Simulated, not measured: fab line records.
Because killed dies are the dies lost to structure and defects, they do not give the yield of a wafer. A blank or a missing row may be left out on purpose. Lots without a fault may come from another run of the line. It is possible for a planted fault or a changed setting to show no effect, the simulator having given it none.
What tool caused it? | flow sky130 | 12 lots with 36 wafers sampled at 5 steps, on a route of 708 steps

## WHAT THE GAUGES SHOWED, per wafer
SKY_POLY_GATE_CD_MEAS_22. Usual: cd-nm at 149.9 nm, with a standard deviation of 2.3.
lot  | measured     | on        | cd-nm (nm)        | flag
L301 | day 16 16:17 | cd-sem-02 | 150.0 151.4 147.2 |
L302 | day 16 19:02 | cd-sem-02 | 148.8 150.1 151.4 |
L303 | day 17 04:41 | cd-sem-02 | 145.2 147.8 146.2 |
L304 | day 18 00:26 | cd-sem-01 | 152.1 150.6 150.9 |
L306 | day 18 21:44 | cd-sem-02 | 148.3 150.9 147.7 |
L313 | day 21 06:23 | cd-sem-02 | 149.1 150.4 150.2 |
L314 | day 21 09:07 | cd-sem-02 | 151.9 148.7 151.3 |
L316 | day 22 02:58 | cd-sem-02 | 151.3 148.3 150.8 |
L318 | day 22 23:40 | cd-sem-02 | 153.3 151.8 152.5 |
L321 | day 24 02:47 | cd-sem-01 | 150.0 147.5 146.4 |
L323 | day 24 16:16 | cd-sem-01 | 146.4 146.8 148.3 |
L324 | day 25 03:57 | cd-sem-02 | 148.7 154.8 151.3 |

SKY_LDD_HVP_TW_MEAS_10. Usual: LDD_HVP_TW typically reads 458.6, with standard deviation 2.4.
lot  | measured     | on            | LDD_HVP_TW        | flag
L301 | day 21 16:41 | film-metro-01 | 461.8 462.8 461.5 |
L302 | day 21 20:43 | film-metro-04 | 458.1 459.4 457.1 |
L303 | day 22 06:44 | film-metro-03 | 457.4 458.7 458.8 |
L304 | day 23 05:14 | film-metro-04 | 459.7 458.5 460.0 |
L306 | day 24 01:13 | film-metro-03 | 457.8 459.4 457.0 |
L313 | day 26 07:54 | film-metro-03 | 468.9 467.4 469.9 | OFF
L314 | day 26 10:52 | film-metro-04 | 472.2 471.6 472.1 | OFF
L316 | day 27 03:57 | film-metro-03 | 454.7 456.1 458.1 |
L318 | day 27 22:03 | film-metro-01 | 456.5 457.0 458.5 |
L321 | day 28 23:23 | film-metro-03 | 460.9 457.2 459.2 |
L323 | day 29 13:28 | film-metro-04 | 460.0 461.5 458.2 |
L324 | day 29 23:51 | film-metro-01 | 458.0 459.8 459.5 |

## TOOL THAT RAN EACH LOT (tool first, then ch and the chambers of the sampled wafers, then the start)
lot  | SKY_SONOS_ONO_STRIP_17               | SKY_LDD_HVN_STRIP_09                 | SKY_LDD_HVP_IMPLANT_08
L301 | plasma-asher-04 ch 0,1, day 12 19:47 | plasma-asher-02 ch 0,1, day 20 09:28 | implanter-03 ch 0, day 21 16:28
L302 | plasma-asher-02 ch 0,1, day 12 23:29 | plasma-asher-04 ch 0,1, day 20 14:43 | implanter-03 ch 0, day 21 20:29
L303 | plasma-asher-04 ch 1, day 13 07:34   | plasma-asher-03 ch 0, day 20 23:53   | implanter-04 ch 0, day 22 06:29
L304 | plasma-asher-02 ch 0,1, day 14 01:08 | plasma-asher-04 ch 0,1, day 21 22:04 | implanter-03 ch 0, day 23 04:59
L306 | plasma-asher-04 ch 0,1, day 14 19:25 | plasma-asher-04 ch 0,1, day 22 19:05 | implanter-03 ch 0, day 24 00:58
L313 | plasma-asher-01 ch 0,1, day 16 23:24 | plasma-asher-02 ch 0,1, day 25 02:40 | implanter-04 ch 0, day 26 07:41
L314 | plasma-asher-02 ch 0,1, day 17 03:05 | plasma-asher-03 ch 0, day 25 05:22   | implanter-04 ch 0, day 26 10:37
L316 | plasma-asher-01 ch 0,1, day 17 20:58 | plasma-asher-03 ch 0,1, day 25 22:25 | implanter-02 ch 0, day 27 03:43
L318 | plasma-asher-01 ch 0,1, day 18 19:04 | plasma-asher-03 ch 0, day 26 18:52   | implanter-02 ch 0, day 27 21:49
L321 | plasma-asher-02 ch 0,1, day 19 20:18 | plasma-asher-04 ch 0,1, day 27 18:56 | implanter-02 ch 0, day 28 23:10
L323 | plasma-asher-04 ch 0,1, day 20 10:26 | plasma-asher-02 ch 0,1, day 28 08:52 | implanter-02 ch 0, day 29 13:14
L324 | plasma-asher-01 ch 0,1, day 20 20:25 | plasma-asher-04 ch 0,1, day 28 19:55 | implanter-02 ch 0, day 29 23:39
- SKY_SONOS_ONO_STRIP_17: strips in O2/N2.
- SKY_LDD_HVN_STRIP_09: strips in O2/N2.
- SKY_LDD_HVP_IMPLANT_08

## AS READ BY THE TOOLS THEMSELVES (means over the sampled wafers that have a number; for cases with no such wafer, the mark the record gives instead)
SKY_SONOS_ONO_STRIP_17. Usual: drypump-motor-current-A 5.6 A, standard deviation 0.34; n2-flow-sccm 300.2 sccm, standard deviation 0.82; oes-product-au 0.709 a.u., standard deviation 0.0045; strip-time-to-endpoint-s 14.11 s, standard deviation 0.044.
lot  | tool            | drypump-motor-current-A (A) | n2-flow-sccm (sccm) | oes-product-au (a.u.) | strip-time-to-endpoint-s (s) | flag
L301 | plasma-asher-04 | 5.4                         | 300.1               | 0.715                 | 14.10                        |
L302 | plasma-asher-02 | 6.0                         | 299.5               | 0.710                 | 14.10                        |
L303 | plasma-asher-04 | 5.6                         | 299.6               | 0.708                 | 14.14                        |
L304 | plasma-asher-02 | 6.0                         | 301.0               | 0.717                 | 14.13                        |
L306 | plasma-asher-04 | 5.4                         | 300.3               | 0.710                 | 14.14                        |
L313 | plasma-asher-01 | 5.4                         | 301.3               | 0.708                 | 14.03                        |
L314 | plasma-asher-02 | 6.1                         | 300.9               | 0.709                 | 14.10                        |
L316 | plasma-asher-01 | 5.4                         | 300.1               | 0.710                 | 14.09                        |
L318 | plasma-asher-01 | 5.4                         | 299.5               | 0.706                 | 14.07                        |
L321 | plasma-asher-02 | 6.1                         | 300.5               | 0.706                 | 14.12                        |
L323 | plasma-asher-04 | 5.5                         | 300.4               | 0.713                 | 14.11                        |
L324 | plasma-asher-01 | 5.3                         | 299.7               | 0.708                 | 14.11                        |

SKY_LDD_HVN_STRIP_09. Usual: drypump-motor-current-A 5.5 A, standard deviation 0.45; n2-flow-sccm 300.1 sccm, standard deviation 0.93; oes-product-au 0.409 a.u., standard deviation 0.0046; strip-time-to-endpoint-s 4.141 s, standard deviation 0.015.
lot  | tool            | drypump-motor-current-A (A) | n2-flow-sccm (sccm) | oes-product-au (a.u.) | strip-time-to-endpoint-s (s) | flag
L301 | plasma-asher-02 | 6.1                         | 300.2               | 0.408                 | 4.141                        |
L302 | plasma-asher-04 | 5.5                         | 300.8               | 0.410                 | 4.139                        |
L303 | plasma-asher-03 | 4.8                         | 300.1               | 0.402                 | 4.133                        |
L304 | plasma-asher-04 | 5.4                         | 299.4               | 0.406                 | 4.137                        |
L306 | plasma-asher-04 | 5.5                         | 299.8               | 0.407                 | 4.153                        |
L313 | plasma-asher-02 | 6.0                         | 300.2               | 0.409                 | 4.156                        |
L314 | plasma-asher-03 | 4.8                         | 300.3               | 0.410                 | 4.155                        |
L316 | plasma-asher-03 | 5.3                         | 300.0               | 0.411                 | 4.140                        |
L318 | plasma-asher-03 | 4.8                         | 302.4               | 0.410                 | 4.133                        |
L321 | plasma-asher-04 | 5.5                         | 301.1               | 0.407                 | 4.144                        |
L323 | plasma-asher-02 | 6.2                         | 300.3               | 0.412                 | 4.138                        |
L324 | plasma-asher-04 | 5.5                         | 300.1               | 0.410                 | 4.157                        |

SKY_LDD_HVP_IMPLANT_08. Usual: beam-energy-keV at 20.001, with a standard deviation of 0.0062.
lot  | tool         | beam-energy-keV | flag
L301 | implanter-03 | 19.996          |
L302 | implanter-03 | 19.988          |
L303 | implanter-04 | 19.996          |
L304 | implanter-03 | 20.000          |
L306 | implanter-03 | 20.007          |
L313 | implanter-04 | 22.652          | OFF
L314 | implanter-04 | 22.647          | OFF
L316 | implanter-02 | 20.003          |
L318 | implanter-02 | 20.005          |
L321 | implanter-02 | 19.995          |
L323 | implanter-02 | 20.006          |
L324 | implanter-02 | 20.000          |

## THE ANSWER, worked out from the rows above alone
Rule: take the mean of a lot's wafers that have a number; if it is more than 3 standard deviations from the usual mean, the lot is off. Also off: a lot with no number at a reading for which 4 or more lots have one. Where the step has rows for the other lots, those lots are counted as sound. First the gauges in route order, then the tools' own readings, where a lot's mean is used as printed above. The first step at which some lot is off is used, and at that step the reading that is off furthest; a lot without a number counts as furthest.
Off: L313, L314, seen at SKY_LDD_HVP_TW_MEAS_10 (LDD_HVP_TW).
If a tool, at a process step before that reading, ran all the lots that are off and no sound lot after the first of them, it fits. Not tried: the gauges at SKY_LDD_HVP_TW_MEAS_10; whatever is off there is also off at SKY_LDD_HVP_IMPLANT_08, on other tools, and gauge error can't account for it. One fits: implanter-04 at SKY_LDD_HVP_IMPLANT_08. A fault onset in the window from L303 (day 22 06:29, its last sound lot) to L313 (day 26 07:41, its first lot off) fits.
On the lots that are off, the tool's own readings at SKY_LDD_HVP_IMPLANT_08 differ by more than 5 times the standard deviation of the sound lots' means, which bears it out; beam-energy-keV reads 22.649 there versus 20.000 on the sound lots.

## WHAT HAD BEEN PUT IN BY THE SIMULATOR
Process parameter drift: implanter-04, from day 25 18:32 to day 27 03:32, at SKY_LDD_HVP_IMPLANT_08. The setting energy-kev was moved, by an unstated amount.
Struck lots among those shown: L313, L314. Same finding as the rule above.
